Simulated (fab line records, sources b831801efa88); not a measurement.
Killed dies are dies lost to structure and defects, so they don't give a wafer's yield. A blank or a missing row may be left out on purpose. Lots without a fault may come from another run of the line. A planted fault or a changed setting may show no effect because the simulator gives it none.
A struck lot beside a sound one | flow gf180mcu | 14 steps out of a route of 602
Sound: wafers L978.1, L978.2, L978.3. Struck: wafers L977.1, L977.4, L977.6. The cause comes at the end.
At each step with rows: each side's tool, then ch and its chambers, then its first start. Under that, the readings that differ: sound wafers | struck wafers | difference of the means | sigmas: that difference in standard deviations of wafers without a fault.
alike: readings whose means differ by less than 2 such deviations, and words and numbers that are the same on both sides. not compared: withheld readings, readings that some wafer has no value for, bounds like >300 that may hide the same value, and numbers for which the record gives no deviation and whose values overlap.
The two part at a step that has a row with sigmas, a row that says differs or no value, or rows on one side only. Numbers that don't overlap but have no deviation are shown without sigmas and don't part them. A reading that every wafer of one side lacks parts them only if that side has two wafers or more.

first, 4 steps without rows for these wafers: GF_VT_IMPLANT_SOFTBAKE_25 (time 60 s); GF_VT_IMPLANT_EXPOSE_26 (exposes mask LVPWELL HV AREA, target cd 860 nm); GF_VT_IMPLANT_PEB_27; GF_VT_IMPLANT_DEVELOP_28 (develop time 60 s).
GF_VT_IMPLANT_OVL_MEAS_29:
  sound on overlay-02, day 11 14:03; struck on overlay-02, day 11 05:51
  reading                | sound          | struck       | difference | sigmas
  VT_IMPLANT_02_OVL (nm) | -3.4 -2.5 -3.2 | 0.4 -0.6 2.8 | +3.9       | +3
then, 1 step without rows for these wafers: GF_VT_IMPLANT_IMPLANT_30.
GF_VT_IMPLANT_STRIP_31: strips in O2/N2.
  sound on plasma_asher-03 ch 0,1, day 11 14:14; struck on plasma_asher-01 ch 0,1, day 11 06:02
  alike: drypump_motor_current_A, heater_power_w, oes_product_au, strip_time_to_endpoint_s
  not compared: rf_hours_counter_h
GF_VT_IMPLANT_TW_MEAS_32:
  sound on film_metro-01, day 11 14:20; struck on film_metro-03, day 11 06:08
  alike: VT_IMPLANT_3_TW
then, 4 steps without rows for these wafers: GF_VT_IMPLANT_DEHYDRATE_33 (time 60 s); GF_VT_IMPLANT_HMDS_34 (prime time 60 s); GF_VT_IMPLANT_COAT_35 (resist thk 1000 nm); GF_VT_IMPLANT_SOFTBAKE_36 (time 60 s).
GF_VT_IMPLANT_EXPOSE_37: exposes mask Nwell HV AREA, target cd 860 nm.
  sound on iline_stepper-01 ch 0, day 11 23:49; struck on iline_stepper-02, day 11 15:32
  no value came back on the struck wafers for any of 5 readings (exposure_dose_mJ_cm2, focus_offset_nm (nm) and others); on the sound wafers exposure_dose_mJ_cm2 reads 139.86 139.89 139.89
  alike: mask
then, 1 step without rows for these wafers: GF_VT_IMPLANT_PEB_38.

WHERE THEY PART
First at GF_VT_IMPLANT_OVL_MEAS_29; last, within this record, at GF_VT_IMPLANT_EXPOSE_37.

WHY: what the simulator had put in
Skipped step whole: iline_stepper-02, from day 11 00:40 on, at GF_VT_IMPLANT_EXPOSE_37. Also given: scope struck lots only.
